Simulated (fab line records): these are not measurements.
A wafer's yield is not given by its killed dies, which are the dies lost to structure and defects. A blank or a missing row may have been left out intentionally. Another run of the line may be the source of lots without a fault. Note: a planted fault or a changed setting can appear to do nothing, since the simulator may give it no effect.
Split-lot study | flow sfq-line | route with 325 steps; 5 lots, 27 wafers read

THE SPLIT
At SFQ_TRILAYER_L0_DEP_SPUTTER_003 (material MoNx KI, target thk 40 nm, time 100 s), the setting time-s was moved away from the recipe's 100 s on 9 of the 27 wafers read, by -49.6% to -29.3%. All remaining wafers had this setting at the recipe value.

FROM THE SPLIT TO THE READING: what the file shows between them, 6 steps
- SFQ_L0_RS_MEAS_901: measures by four-point-probe
- SFQ_L0_THK_MEAS_902: measures by xrf
- SFQ_TRILAYER_L0_LITHO_COAT_010: resist thk 62 nm
- SFQ_TRILAYER_L0_LITHO_COAT_005: resist thk 600 nm
- SFQ_TRILAYER_L0_LITHO_DEVELOP_007: time 60 s
- SFQ_TRILAYER_L0_BARC_OPEN_METAL_ETCH_010: etches BARC in O2, target depth 125 nm, time 41.7 s

THE READING
oes-product-au, in a.u., at SFQ_TRILAYER_L0_ETCH_METAL_ETCH_008 (etches MoNx KI in SF6/O2, stops on SiO2, target depth 50 nm, time 25 s). Fault-free wafers of this fab line usually give 0.876 a.u., standard deviation 0.0083 a.u.

wafer  | tool, chamber at the split | time-s as run, s | against the recipe | oes-product-au, a.u. | against lot-mates on the recipe
L074.1 | pvd-sputter-05, -          | 100              | recipe             | 0.876                | -
L074.2 | pvd-sputter-05, -          | 100              | recipe             | 0.874                | -
L074.3 | pvd-sputter-05, -          | 50.39            | -49.6%             | 0.618                | -0.258
L074.4 | pvd-sputter-05, -          | 50.39            | -49.6%             | 0.630                | -0.246
L074.5 | pvd-sputter-05, -          | 100              | recipe             | 0.878                | -
L074.6 | pvd-sputter-05, -          | 50.39            | -49.6%             | 0.633                | -0.243
L076.1 | pvd-sputter-06, -          | 100              | recipe             | 0.870                | -
L076.2 | pvd-sputter-06, -          | 100              | recipe             | 0.866                | -
L076.3 | pvd-sputter-06, -          | 100              | recipe             | 0.875                | -
L076.4 | pvd-sputter-06, -          | 100              | recipe             | 0.864                | -
L076.5 | pvd-sputter-06, -          | 100              | recipe             | 0.878                | -
L076.6 | pvd-sputter-06, -          | 100              | recipe             | 0.881                | -
L079.1 | pvd-sputter-03, -          | 70.7             | -29.3%             | 0.739                | -0.134
L079.2 | pvd-sputter-03, -          | 100              | recipe             | 0.870                | -
L079.3 | pvd-sputter-03, -          | 100              | recipe             | 0.870                | -
L079.4 | pvd-sputter-03, -          | 70.7             | -29.3%             | 0.730                | -0.143
L079.5 | pvd-sputter-03, -          | 70.7             | -29.3%             | 0.730                | -0.143
L079.6 | pvd-sputter-03, -          | 100              | recipe             | 0.879                | -
L080.1 | pvd-sputter-06, -          | 67.51            | -32.5%             | 0.712                | -0.173
L080.2 | pvd-sputter-06, -          | 100              | recipe             | 0.888                | -
L080.3 | pvd-sputter-06, -          | 67.51            | -32.5%             | 0.706                | -0.179
L080.4 | pvd-sputter-06, -          | 100              | recipe             | 0.880                | -
L080.5 | pvd-sputter-06, -          | 67.51            | -32.5%             | 0.709                | -0.176
L080.6 | pvd-sputter-06, -          | 100              | recipe             | 0.886                | -
L084.1 | pvd-sputter-06, -          | 100              | recipe             | 0.880                | -
L084.4 | pvd-sputter-06, -          | 100              | recipe             | 0.882                | -
L084.5 | pvd-sputter-06, -          | 100              | recipe             | 0.879                | -

FIT RESULTS
A straight line over all 27 wafers: oes-product-au changes by +0.00503 a.u. for each +1% of time-s; r = +1.00; the points scatter about the line by 0.0064 a.u.
The same after taking each lot's own level away (the mean of its wafers on the recipe; 27 wafers): +0.00506 a.u. for each +1%; r = +1.00; scatter 0.0067 a.u.
That fit puts the effect of the largest move of time-s on the reading at 0.25 a.u.
The span of the lots' own levels, 0.8723 to 0.8847 a.u., comes to 1.5 times the standard deviation stated above.
The two slopes are in agreement: the lot-to-lot level therefore moves the slope only a little.
Check: with one of the wafers moved furthest among these (-49.6%) left out of the fit, the line predicts -0.25 a.u. for it against its lot-mates. Against them it came out at -0.258 a.u.

OTHER SPLITS ON THESE WAFERS
Note: prior to the reading, these wafers also went through further splits. Each is held against what the fit with the lots' levels taken away leaves over:
other split on the same wafers                | wafers away from the commonest value | r with oes-product-au (lot level and that fit taken away)
SFQ_TRILAYER_INCOMING_OXIDATION_002 ox-time-s | 18                                   | +0.47

THE WHOLE CHAIN: every reading that the file lists as answering this split, in the file's order
step                                | what it does                                                           | reading                                                                                        | change (the file's fit)                   | r (the file's)
SFQ_TRILAYER_L0_DEP_SPUTTER_003     | material MoNx KI, target thk 40 nm, time 100 s                         | MoNx_KI_of_TRILAYER_L0_DEP_SPUTTER_003.thk-nm (the simulator's own value, which no gauge read) | +0.403 nm for each +1% of the setting     | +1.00
SFQ_L0_RS_MEAS_901                  | measures by four-point-probe                                           | L0_MONX_KI_RS                                                                                  | -0.759 for each +1% of the setting        | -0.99
SFQ_L0_THK_MEAS_902                 | measures by xrf                                                        | L0_MONX_KI_THK                                                                                 | +0.399 for each +1% of the setting        | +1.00
SFQ_TRILAYER_L0_ETCH_METAL_ETCH_008 | etches MoNx KI in SF6/O2, stops on SiO2, target depth 50 nm, time 25 s | oes-product-au                                                                                 | +0.00507 a.u. for each +1% of the setting | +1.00

THE FILE'S OWN FIT
oes-product-au changes by +0.00507 a.u. for each +1% of time-s, r = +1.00.
